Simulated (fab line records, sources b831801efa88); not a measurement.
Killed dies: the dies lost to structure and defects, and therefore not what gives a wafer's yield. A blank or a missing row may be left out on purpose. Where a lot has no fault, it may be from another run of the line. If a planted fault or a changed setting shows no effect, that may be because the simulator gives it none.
Which tool was responsible? + flow sky130 + Sampling: 11 lots, 33 wafers, 3 of 708 route steps

== WHAT THE GAUGES READ, wafer by wafer ==
SKY_SD_N_RS_MEAS_16: measures by four-point-probe. Usual: SD_N_RS typically reads 68.56 ohm/sq, with standard deviation 0.12.
| lot  | measured     | on            | SD_N_RS (ohm/sq)  | flag |
|------|--------------|---------------|-------------------|------|
| L436 | day 28 04:02 | film-metro-03 | 68.69 68.72 68.72 |      |
| L437 | day 28 12:26 | film-metro-03 | 68.56 68.63 68.55 |      |
| L442 | day 30 09:13 | film-metro-04 | 68.49 68.56 68.54 |      |
| L444 | day 31 02:27 | film-metro-03 | 68.70 68.73 68.72 |      |
| L445 | day 31 19:23 | film-metro-03 | 68.51 68.55 68.63 |      |
| L447 | day 32 08:04 | film-metro-01 | 68.34 68.50 68.37 |      |
| L448 | day 32 10:55 | film-metro-01 | 68.66 68.60 68.55 |      |
| L449 | day 32 18:23 | film-metro-04 | 68.69 68.52 68.67 |      |
| L454 | day 34 07:28 | film-metro-04 | 68.70 68.52 68.57 |      |
| L457 | day 35 08:25 | film-metro-03 | 65.92 65.93 65.77 | OFF  |
| L459 | day 35 12:29 | film-metro-03 | 65.94 66.17 66.07 | OFF  |

SKY_SD_N_RS_MEAS_17: measures by four-point-probe. Usual: SD_P_RS typically reads 147.1 ohm/sq, with standard deviation 0.42.
| lot  | measured     | on            | SD_P_RS (ohm/sq)  | flag |
|------|--------------|---------------|-------------------|------|
| L436 | day 28 04:10 | film-metro-03 | 148.2 148.0 147.8 |      |
| L437 | day 28 12:34 | film-metro-03 | 146.9 147.0 146.9 |      |
| L442 | day 30 09:20 | film-metro-04 | 147.5 147.4 147.4 |      |
| L444 | day 31 02:34 | film-metro-03 | 147.5 147.9 147.5 |      |
| L445 | day 31 19:30 | film-metro-03 | 146.7 147.3 147.8 |      |
| L447 | day 32 08:11 | film-metro-01 | 146.8 146.7 146.8 |      |
| L448 | day 32 11:02 | film-metro-01 | 147.4 147.2 147.2 |      |
| L449 | day 32 18:31 | film-metro-04 | 147.5 147.3 147.1 |      |
| L454 | day 34 07:35 | film-metro-04 | 147.1 146.9 147.2 |      |
| L457 | day 35 08:32 | film-metro-03 | 134.2 134.1 134.2 | OFF  |
| L459 | day 35 12:37 | film-metro-03 | 134.6 134.5 134.6 | OFF  |

== EACH LOT AND THE TOOL THAT RAN IT (in order: tool; ch and the chambers of the sampled wafers; start) ==
| lot  | SKY_SD_N_RTA_14                  |
|------|----------------------------------|
| L436 | rtp-anneal-01 ch 0, day 28 03:49 |
| L437 | rtp-anneal-02 ch 0, day 28 12:15 |
| L442 | rtp-anneal-01 ch 0, day 30 09:01 |
| L444 | rtp-anneal-01 ch 0, day 31 02:16 |
| L445 | rtp-anneal-02 ch 0, day 31 19:13 |
| L447 | rtp-anneal-01 ch 0, day 32 07:54 |
| L448 | rtp-anneal-02 ch 0, day 32 10:45 |
| L449 | rtp-anneal-01 ch 0, day 32 18:13 |
| L454 | rtp-anneal-01 ch 0, day 34 07:18 |
| L457 | rtp-anneal-02 ch 0, day 35 08:15 |
| L459 | rtp-anneal-02 ch 0, day 35 12:19 |
- SKY_SD_N_RTA_14: time 2 s.

== AS READ BY THE TOOLS THEMSELVES (means over the sampled wafers that have a number; for cases with no such wafer, the mark the record gives instead) ==
SKY_SD_N_RTA_14. Usual: lamp-power-pct 15.73 %, standard deviation 0.054; ramp-down-c-per-s 90.001, standard deviation 0.017; wafer_temp_C_max 1078.1, standard deviation 1.3.
| lot  | tool          | lamp-power-pct (%) | ramp-down-c-per-s | wafer_temp_C_max | flag |
|------|---------------|--------------------|-------------------|------------------|------|
| L436 | rtp-anneal-01 | 15.75              | 89.999            | 1077.7           |      |
| L437 | rtp-anneal-02 | 15.71              | 89.994            | 1078.1           |      |
| L442 | rtp-anneal-01 | 15.68              | 89.992            | 1078.4           |      |
| L444 | rtp-anneal-01 | 15.75              | 89.988            | 1079.9           |      |
| L445 | rtp-anneal-02 | 15.74              | 89.985            | 1077.8           |      |
| L447 | rtp-anneal-01 | 15.79              | 89.993            | 1077.9           |      |
| L448 | rtp-anneal-02 | 15.78              | 90.004            | 1079.3           |      |
| L449 | rtp-anneal-01 | 15.75              | 89.997            | 1077.5           |      |
| L454 | rtp-anneal-01 | 15.76              | 90.002            | 1079.4           |      |
| L457 | rtp-anneal-02 | 16.00              | 90.020            | 1093.8           | OFF  |
| L459 | rtp-anneal-02 | 15.99              | 89.996            | 1093.7           | OFF  |

== THE ANSWER, worked out from the rows above alone ==
Rule: lot off if the mean of its wafers having a number is beyond 3 standard deviations from the usual mean. A lot without any number at a reading at which 4 lots or more have one is off too. All remaining lots with rows at the step are treated as sound. First the gauges in route order, then the tools' own readings, where a lot's mean is used as printed above. The first step at which some lot is off is used, and at that step the reading that is off furthest; a lot without a number counts as furthest.
Off: at SKY_SD_N_RS_MEAS_16 (SD_N_RS), L457, L459.
If a tool, at a process step before that reading, ran all the lots that are off and no sound lot after the first of them, it fits. Not tried: the gauges at SKY_SD_N_RS_MEAS_16; whatever is off there is also off at SKY_SD_N_RTA_14, on other tools, and gauge error can't account for it. One fits: rtp-anneal-02 at SKY_SD_N_RTA_14. A fault onset in the window from L448 (day 32 10:45, its last sound lot) to L457 (day 35 08:15, its first lot off) fits.
The tool's own readings at SKY_SD_N_RTA_14 bear it out: on the lots that are off they differ by more than 5 times the standard deviation of the sound lots' means. lamp-power-pct reads 16.00 % there against 15.75 % on the sound lots; wafer_temp_C_max reads 1093.8 there against 1078.4 on the sound lots.

== WHAT HAD BEEN PUT IN BY THE SIMULATOR ==
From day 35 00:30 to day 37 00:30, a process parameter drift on rtp-anneal-02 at SKY_SD_N_RTA_14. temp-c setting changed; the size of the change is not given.
Lots struck among those shown: L457, L459. Same finding as the rule above.
